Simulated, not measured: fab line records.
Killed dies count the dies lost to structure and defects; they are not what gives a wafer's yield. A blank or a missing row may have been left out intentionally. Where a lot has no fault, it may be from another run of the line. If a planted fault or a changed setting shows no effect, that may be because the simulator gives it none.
The tool behind it: which one? ; flow sky130 ; 45 wafers from 15 lots sampled at 2 of the route's 708 steps

WHAT THE GAUGES READ, wafer by wafer
The record holds no reading of a measuring or inspecting step that can be judged against a usual standard deviation.

TOOL THAT RAN EACH LOT (tool first, then ch and the chambers of the sampled wafers, then the start)
lot;SKY_METAL5_SPUTTER_02;SKY_PAD_OPEN_PROBE_99
L706;pvd_sputter-03, day 42 11:43;prober-01, day 45 10:25
L707;pvd_sputter-01, day 43 01:19;-
L708;pvd_sputter-02, day 43 14:42;-
L710;pvd_sputter-03, day 44 01:55;-
L709;pvd_sputter-01, day 44 02:38;prober-01, day 46 21:01
L711;pvd_sputter-01, day 44 04:14;-
L712;pvd_sputter-03, day 44 17:14;-
L713;pvd_sputter-01, day 44 20:09;-
L717;pvd_sputter-01, day 46 01:26;-
L718;pvd_sputter-01, day 46 09:02;prober-02, day 48 22:52
L720;pvd_sputter-01, day 46 14:38;-
L722;pvd_sputter-03, day 47 00:04;-
L724;pvd_sputter-02, day 47 06:55;prober-01, day 49 18:52
L725;pvd_sputter-03, day 47 20:27;prober-02, day 50 05:10
L726;pvd_sputter-03, day 48 02:03;prober-01, day 50 10:26
- SKY_METAL5_SPUTTER_02: material AlCu, target thk 1150 nm, time 61.2 s.
- SKY_PAD_OPEN_PROBE_99

WHAT THE TOOLS THEMSELVES READ (means of the sampled wafers that have a number; where no wafer has one, the mark that the record gives instead)
SKY_METAL5_SPUTTER_02. Usual: cathode_dc_power_W 10600 W, standard deviation 1.6; throttle_valve_pct 30.2 %, standard deviation 1.1.
lot;tool;cathode_dc_power_W (W);throttle_valve_pct (%);flag
L706;pvd_sputter-03;10602;30.6;
L707;pvd_sputter-01;10597;30.3;
L708;pvd_sputter-02;10599;31.7;
L710;pvd_sputter-03;10602;29.4;
L709;pvd_sputter-01;10601;30.5;
L711;pvd_sputter-01;10600;30.1;
L712;pvd_sputter-03;10599;29.5;
L713;pvd_sputter-01;10598;29.9;
L717;pvd_sputter-01;10915;30.9;OFF
L718;pvd_sputter-01;10916;30.8;OFF
L720;pvd_sputter-01;10916;30.5;OFF
L722;pvd_sputter-03;10600;30.7;
L724;pvd_sputter-02;10599;30.1;
L725;pvd_sputter-03;10600;29.9;
L726;pvd_sputter-03;10599;29.4;

SKY_PAD_OPEN_PROBE_99. Usual: defect_limited_yield 82.4 %, standard deviation 1.9; killed_at_M0_to_M3 44, standard deviation 7.2; killed_at_M4_up 3.4, standard deviation 2.1; killed_at_contacts 24, standard deviation 5.5; killed_at_front_end 15, standard deviation 4.6; killed_at_other 0.4, standard deviation 0.64; killed_dies 86, standard deviation 9.1; killed_open 47, standard deviation 7.5; killed_short 39, standard deviation 5.8; sort_bin_3_pad_short 0.9 %, standard deviation 0.41; sort_bin_5_function 10.4 %, standard deviation 1.5; sort_bin_6_memory 6.3 %, standard deviation 1.2; sort_n_pass 406, standard deviation 9.1; sort_yield_pct 82.4 %, standard deviation 1.9.
lot;tool;defect_limited_yield (%);killed_at_M0_to_M3;killed_at_M4_up;killed_at_contacts;killed_at_front_end;killed_at_other;killed_dies;killed_open;killed_short;sort_bin_3_pad_short (%);sort_bin_5_function (%);sort_bin_6_memory (%);sort_n_pass;sort_yield_pct (%);flag
L706;prober-01;82.2;45;4.3;20;18;0.3;88;52;36;0.8;10.9;6.1;404;82.2;
L709;prober-01;83.5;35;5.0;27;14;0.3;81;43;38;1.1;8.6;6.7;411;83.5;
L718;prober-02;82.2;47;2.0;21;17;0.0;87;54;34;0.6;10.4;6.8;405;82.2;
L724;prober-01;82.8;46;4.0;22;12;0.0;84;39;46;1.2;9.8;6.2;408;82.8;
L725;prober-02;84.7;41;3.0;19;12;0.3;75;40;34;0.5;9.1;5.7;417;84.7;
L726;prober-01;83.5;45;2.3;24;10;0.3;81;42;39;1.1;9.1;6.4;411;83.5;

THE ANSWER, worked out from the rows above alone
Rule: lot off if the mean of its wafers having a number is beyond 3 standard deviations from the usual mean. A lot without any number at a reading at which 4 lots or more have one is off too. Any other lot the step has rows for is counted as sound. After the gauges, taken in route order, come the tools' own readings; for these a lot's mean is taken, as printed above. At the first step where some lot is off, the reading lying furthest off is the one used; lots without a number count as furthest.
Off: L717, L718, L720, at SKY_METAL5_SPUTTER_02 (cathode_dc_power_W).
A tool fits if, at that step or a process step before it, it ran every lot that is off, and no sound lot after the first of them. One fits: SKY_METAL5_SPUTTER_02 on pvd_sputter-01. A fault onset in the window from L713 (day 44 20:09, its last sound lot) to L717 (day 46 01:26, its first lot off) fits.
On the lots that are off, the tool's own readings at SKY_METAL5_SPUTTER_02 differ by more than 5 times the standard deviation of the sound lots' means, which bears it out; cathode_dc_power_W reads 10916 W there versus 10600 W on the sound lots.

WHAT THE SIMULATOR PUT IN
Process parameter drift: pvd_sputter-01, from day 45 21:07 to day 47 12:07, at SKY_METAL5_SPUTTER_02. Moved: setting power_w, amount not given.
Shown lots that were struck: L717, L718, L720. The rule given above showed the same thing.
